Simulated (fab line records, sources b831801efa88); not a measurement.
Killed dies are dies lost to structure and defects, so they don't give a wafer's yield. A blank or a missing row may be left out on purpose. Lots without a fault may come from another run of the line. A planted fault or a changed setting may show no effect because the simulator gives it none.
fab line records | flow sky130
record lots=13 wafers=39 last_day=49
route steps=708 shown FIELD_ISO@28 VT_ADJUST_HVTP@89 VT_ADJUST_LVTN@104 SONOS_TUNNEL@161
lots that met no fault: from a run of the same line without faults
start_h: hours from the record's first day to the start of the lot's first wafer shown | wait_h: hours since the lot's step before | " the same as in the row above | L1.1+2: a row that stands for several wafers | - no value, or no start given | * or withheld: withheld | < > ~ a bound
route shown NAME@n: a module of which the file shows steps, and the number in the route of the first | usual: mean/standard deviation of fault-free wafers | same: alike in all rows | chamber/n: place in a boat | sites: the reading at each site | _std_site: their standard deviation | _edge_site: outer sites' mean less inner sites' | radius_mm: how far each site lies from the wafer's centre | mask NAME#n: copy n | behind: the tool/chamber that last shaped the wafer | hold: why the lot was held/for how many hours/how that ended | device: the transistor (n, p or np) that didn't switch | end of line: the same wafers' tests at the end of the route | a step without rows: its recipe alone | killed: dies lost to structure and defects at the first sort, not the wafer's yield | map: a wafer's dies, x killed, . not, _ none there
set.NAME: the setting as run; set.NAME@STEP: as run at that earlier step | model.NAME: the simulator's own value behind a step, which no gauge read
steps of the route over a sample of lots; a table a step, a row a wafer
services: from which hour (start_h, from the record's first day; less than 0 if before it) a tool's chamber was out of use, for how many hours, and why
## steps
# step SKY_FIELD_ISO_CMP_27
# recipe stop_on=Si3N4 t_overpolish_s=16 down_force_psi=4 platen_rpm=60 target_thk_nm=457.8 pad_velocity_m_s=0.94248
# usual motor_current_A=12.0/1.2 overpolish_run_s=16.001/0.0099 time_to_endpoint_s=110/3.9
# columns lot.wafer tool chamber start_h wait_h motor_current_A overpolish_run_s time_to_endpoint_s
L618.2 cmp-01 3 34.18 0.1 13.4 16.005 114
L618.6 " 1 " " 11.7 16.010 107
L618.5 " 2 " " 12.0 16.025 110
L619.4 cmp-01 2 38.50 0.0 12.1 16.002 114
L619.3 " 3 " " 13.7 15.997 116
L619.2 " 1 " " 11.7 16.008 114
L620.3 cmp-02 1 43.89 0.0 10.5 16.007 113
L620.4 " 3 " " 10.9 16.006 112
L620.6 " 2 " " 11.3 15.995 105
L622.2 cmp-02 1 55.54 0.1 10.6 16.005 107
L622.3 " 3 " " 10.4 16.015 110
L622.5 " 0 " " 11.2 15.996 107
L625.3 cmp-01 3 70.20 0.0 12.8 16.004 118
L625.4 " 2 " " 11.8 15.990 115
L625.6 " 0 " " 14.6 16.023 112
L626.3 cmp-01 2 74.67 0.1 12.1 16.016 106
L626.4 " 3 " " 12.6 16.014 111
L626.1 " 0 " " 15.0 16.011 106
L628.4 cmp-01 3 84.84 0.0 13.0 16.014 108
L628.2 " 2 " " 12.1 16.002 107
L628.6 " 0 " " 15.7 15.983 105
L632.1 cmp-02 3 106.55 0.1 10.9 16.000 116
L632.2 " 0 " " 11.7 15.996 111
L632.5 " 2 " " 11.4 16.003 111
L633.2 cmp-02 2 110.77 0.1 12.2 15.995 112
L633.4 " 3 " " 11.7 15.994 115
L633.6 " 0 " " 11.1 16.001 110
L634.2 cmp-01 3 115.09 0.1 12.5 15.998 112
L634.1 " 0 " " 14.8 16.006 106
L634.4 " 1 " " 11.9 16.014 110
L635.1 cmp-02 1 123.70 0.1 11.1 16.002 118
L635.3 " 3 " " 11.3 16.001 111
L635.6 " 0 " " 11.6 15.987 107
L637.2 cmp-01 1 139.33 0.1 11.8 15.994 103
L637.6 " 2 " " 11.9 16.009 108
L637.5 " 3 " " 12.6 16.009 113
L638.1 cmp-02 1 139.33 0.1 11.2 15.999 114
L638.5 " 2 " " 11.5 16.004 109
L638.6 " 3 " " 10.5 15.998 110
# step SKY_VT_ADJUST_HVTP_EXPOSE_04
# recipe mask_id=HVTPM na=0.6 source_shape=conventional sigma_outer=0.6 polarization=unpolarized target_cd_nm=380 dose_mj=140
# columns lot.wafer tool chamber start_h wait_h mask
L618.2+5+6 iline_stepper-01 0 111.95 - HVTPM#0
L619.2+3+4 iline_stepper-01 0 115.93 - HVTPM#0
L620.3+4+6 iline_stepper-02 0 126.99 - HVTPM#0
L622.2+3+5 iline_stepper-02 0 137.89 - HVTPM#0
L625.3+4+6 iline_stepper-01 0 155.15 - HVTPM#0
L626.1+3+4 iline_stepper-02 0 160.02 - HVTPM#0
L628.2+4+6 iline_stepper-02 0 174.93 - HVTPM#0
L632.1+2+5 iline_stepper-02 0 201.27 - HVTPM#0
L633.2+4+6 iline_stepper-02 0 204.32 - HVTPM#0
L634.1+2+4 iline_stepper-02 0 212.03 - HVTPM#0
L635.1+3+6 iline_stepper-01 0 220.02 - HVTPM#0
L637.2+5+6 iline_stepper-01 0 239.50 - HVTPM#0
L638.1+5+6 iline_stepper-01 0 240.01 - HVTPM#0
# step SKY_VT_ADJUST_HVTP_OVL_MEAS_08
# usual VT_ADJUST_HVTP_OVL=0.6/1.4
# columns lot.wafer tool chamber start_h wait_h VT_ADJUST_HVTP_OVL[nm]
L618.2 overlay-02 - 120.70 0.1 -0.3
L618.5 " - " " 2.7
L618.6 " - " " 1.1
L619.2 overlay-02 - 126.06 0.1 -2.6
L619.3 " - " " -2.1
L619.4 " - " " -0.7
L620.3 overlay-01 - 136.13 0.1 2.3
L620.4 " - " " -0.9
L620.6 " - " " 1.5
L622.2 overlay-01 - 147.90 0.1 4.1
L622.3 " - " " 2.5
L622.5 " - " " 3.4
L625.3 overlay-01 - 165.08 0.1 -0.2
L625.4 " - " " -0.9
L625.6 " - " " 0.6
L626.1 overlay-02 - 170.10 0.1 -0.5
L626.3 " - " " -1.5
L626.4 " - " " 0.6
L628.2 overlay-02 - 185.87 0.1 -84.0
L628.4 " - " " -84.2
L628.6 " - " " -84.7
L632.1 overlay-01 - 212.80 0.1 -81.6
L632.2 " - " " -83.5
L632.5 " - " " -84.5
L633.2 overlay-02 - 215.25 0.1 -85.0
L633.4 " - " " -84.0
L633.6 " - " " -83.8
L634.1 overlay-02 - 222.80 0.1 -85.6
L634.2 " - " " -83.7
L634.4 " - " " -86.2
L635.1 overlay-02 - 231.15 0.1 -0.3
L635.3 " - " " -0.2
L635.6 " - " " 0.2
L637.2 overlay-01 - 250.79 0.1 -0.3
L637.5 " - " " 0.3
L637.6 " - " " 0.4
L638.1 overlay-01 - 251.50 0.1 0.3
L638.5 " - " " 0.3
L638.6 " - " " 0.7
# step SKY_VT_ADJUST_LVTN_OVL_MEAS_07
# usual VT_ADJUST_LVTN_OVL=0.0/1.5
# columns lot.wafer tool chamber start_h wait_h VT_ADJUST_LVTN_OVL[nm]
L618.2 overlay-01 - 140.77 - 1.6
L618.5 " - " " 1.6
L618.6 " - " " 0.8
L619.2 overlay-01 - 146.08 - 1.6
L619.3 " - " " 0.9
L619.4 " - " " -0.7
L620.3 overlay-01 - 156.12 - -1.2
L620.4 " - " " -1.5
L620.6 " - " " -0.5
L622.2 overlay-02 - 168.03 - -0.8
L622.3 " - " " -4.0
L622.5 " - " " 2.4
L625.3 overlay-01 - 186.27 - 0.0
L625.4 " - " " -0.6
L625.6 " - " " 0.4
L626.1 overlay-01 - 191.26 - 1.0
L626.3 " - " " 1.3
L626.4 " - " " -0.6
L628.2 overlay-01 - 207.53 - -0.5
L628.4 " - " " 0.3
L628.6 " - " " -0.4
L632.1 overlay-02 - 235.76 - -0.8
L632.2 " - " " 0.4
L632.5 " - " " -0.2
L633.2 overlay-02 - 238.53 - -0.1
L633.4 " - " " -0.7
L633.6 " - " " 0.8
L634.1 overlay-02 - 245.98 - -3.0
L634.2 " - " " -3.0
L634.4 " - " " -2.3
L635.1 overlay-01 - 253.93 - -1.7
L635.3 " - " " -1.0
L635.6 " - " " -1.6
L637.2 overlay-01 - 274.53 - 1.7
L637.5 " - " " 0.5
L637.6 " - " " 1.2
L638.1 overlay-01 - 276.43 - -0.7
L638.5 " - " " -0.4
L638.6 " - " " 0.9
# step SKY_SONOS_TUNNEL_CD_MEAS_07
# recipe target_cd_nm=410
# usual cd_nm=409.9/2.4
# columns lot.wafer tool chamber start_h wait_h cd_nm
L618.2 cd_sem-01 - 248.43 0.1 409.5
L618.5 " - " " 408.2
L618.6 " - " " 407.9
L619.2 cd_sem-02 - 256.00 0.1 406.2
L619.3 " - " " 406.6
L619.4 " - " " 407.5
L620.3 cd_sem-01 - 267.00 0.1 408.3
L620.4 " - " " 409.7
L620.6 " - " " 408.1
L622.2 cd_sem-02 - 280.83 0.1 413.8
L622.3 " - " " 415.7
L622.5 " - " " 415.0
L625.3 cd_sem-01 - 303.55 0.1 411.9
L625.4 " - " " 411.7
L625.6 " - " " 412.9
L626.1 cd_sem-02 - 306.78 0.1 407.7
L626.3 " - " " 404.4
L626.4 " - " " 406.8
L628.2 cd_sem-02 - 328.25 0.1 408.0
L628.4 " - " " 408.9
L628.6 " - " " 408.9
L632.1 cd_sem-01 - 361.06 0.1 407.1
L632.2 " - " " 409.6
L632.5 " - " " 406.5
L633.2 cd_sem-02 - 363.98 0.1 404.2
L633.4 " - " " 406.3
L633.6 " - " " 405.5
L634.1 cd_sem-01 - 374.21 0.1 407.7
L634.2 " - " " 409.6
L634.4 " - " " 407.9
L635.1 cd_sem-01 - 383.53 0.1 407.5
L635.3 " - " " 409.8
L635.6 " - " " 410.2
L637.2 cd_sem-02 - 408.28 0.1 410.0
L637.5 " - " " 410.4
L637.6 " - " " 409.1
L638.1 cd_sem-02 - 411.41 0.1 411.1
L638.5 " - " " 410.6
L638.6 " - " " 410.2
## services
# columns tool chamber start_h hours kind
cmp-02 - 21.43 2.7 repair
cmp-02 - 26.45 0.9 repair
cmp-01 - 26.52 0.6 repair
cmp-02 - 29.79 11.2 repair
cmp-01 - 40.69 0.6 repair
cmp-01 - 41.31 5.6 pm
iline_stepper-02 - 54.06 17.1 repair
cmp-01 - 64.00 4.0 pm
iline_stepper-01 - 71.15 1.7 pm
cmp-02 - 71.24 3.5 pm
iline_stepper-02 - 72.84 2.1 pm
cmp-01 - 75.03 0.4 repair
cmp-01 - 93.69 1.3 repair
cmp-01 - 119.86 12.8 pm
iline_stepper-02 - 154.80 1.7 pm
cmp-02 - 166.23 0.5 repair
cmp-02 - 169.49 4.9 pm
cmp-01 - 176.88 1.9 repair
cmp-01 - 186.25 0.8 repair
iline_stepper-02 - 188.38 9.8 repair
cmp-02 - 194.70 0.8 repair
cmp-01 - 200.70 0.3 repair
cmp-02 - 218.84 0.5 repair
iline_stepper-02 - 229.18 5.2 repair
## key
first_sign step=SKY_VT_ADJUST_HVTP_OVL_MEAS_08 reading=VT_ADJUST_HVTP_OVL direction=down sigmas=62 usual=0.6 struck=-84.2
effect none on later readings
met_at SKY_VT_ADJUST_HVTP_EXPOSE_04
struck_lots L628,L632,L633,L634
tester_left_out L628,L632,L633,L634
not_acting_at SKY_FIELD_ISO_CMP_27,SKY_VT_ADJUST_LVTN_OVL_MEAS_07,SKY_SONOS_TUNNEL_CD_MEAS_07
onset_between 160.02 174.93
fault kind=scanner_matching_overlay tool=iline_stepper-02 chamber=- onset_h=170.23 steps=SKY_VT_ADJUST_HVTP_EXPOSE_04 offset=-84.836
# tester_left_out: of these lots the tester's yield and bins aren't shown, on N5 and GAA mostly nor the transistor test; their killed dies are dies lost to structure and defects alone, not to doping, threshold or leakage, so they don't give the yield
